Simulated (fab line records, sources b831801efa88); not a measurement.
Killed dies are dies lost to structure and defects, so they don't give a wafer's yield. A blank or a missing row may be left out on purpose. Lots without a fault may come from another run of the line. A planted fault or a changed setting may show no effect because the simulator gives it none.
Chamber matching | flow gf180mcu | GF_V2_ETCH_16 on rie_diel-01: 4 sister chambers
The step etches BARC in N2/H2. 8 wafers are shown with their chamber, then 8 later ones without.

WAFERS WITH THEIR CHAMBER
wafer  | chamber | throttle_valve_pct (%) | rf_fwd_power_W (W)
L077.1 | 3       | 13.239                 | 494.5
L079.1 | 2       | 13.244                 | 495.7
L080.3 | 3       | 13.233                 | 496.8
L080.4 | 2       | 13.216                 | 494.3
L081.3 | 0       | 13.230                 | 497.9
L085.3 | 1       | 13.220                 | 494.7
L085.5 | 1       | 13.233                 | 495.1
L093.1 | 0       | 13.242                 | 492.3

WAFERS WITHOUT THEIR CHAMBER
wafer  | throttle_valve_pct (%) | rf_fwd_power_W (W)
L093.4 | 13.227                 | 495.8
L093.5 | 13.219                 | 498.1
L094.1 | 13.232                 | 494.2
L094.2 | 13.210                 | 495.5
L094.6 | 13.223                 | 496.1
L097.1 | 13.209                 | 497.0
L097.3 | 13.227                 | 496.3
L097.5 | 13.224                 | 495.7

WHICH CHAMBER EACH WENT THROUGH
wafer  | from the rows above               | in truth
L093.4 | can't be placed: 1 or 2 or 3 or 0 | 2
L093.5 | can't be placed: 1 or 2 or 3 or 0 | 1
L094.1 | can't be placed: 2 or 0 or 1 or 3 | 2
L094.2 | can't be placed: 1 or 2 or 3 or 0 | 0
L094.6 | can't be placed: 1 or 2 or 3 or 0 | 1
L097.1 | can't be placed: 1 or 2 or 3 or 0 | 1
L097.3 | can't be placed: 1 or 2 or 3 or 0 | 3
L097.5 | can't be placed: 1 or 2 or 3 or 0 | 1
Placed correctly: 0 of 8. Can't be placed from these rows: 8 (the true chamber is among the candidates in 8). Placed wrongly: 0.
How it was worked out, from the rows above alone: a wafer's distance from a chamber is the root of the sum, over the readings, of the square of ((its reading less the chamber's mean) divided by the reading's scatter). The wafer belongs to the nearest chamber; if the next one is less than 2 further off, it can't be placed. A chamber's mean is the mean of its shown wafers. The scatter: the root of (the sum of the squares of (reading less its chamber's mean) over the shown wafers, divided by (wafers less chambers)).
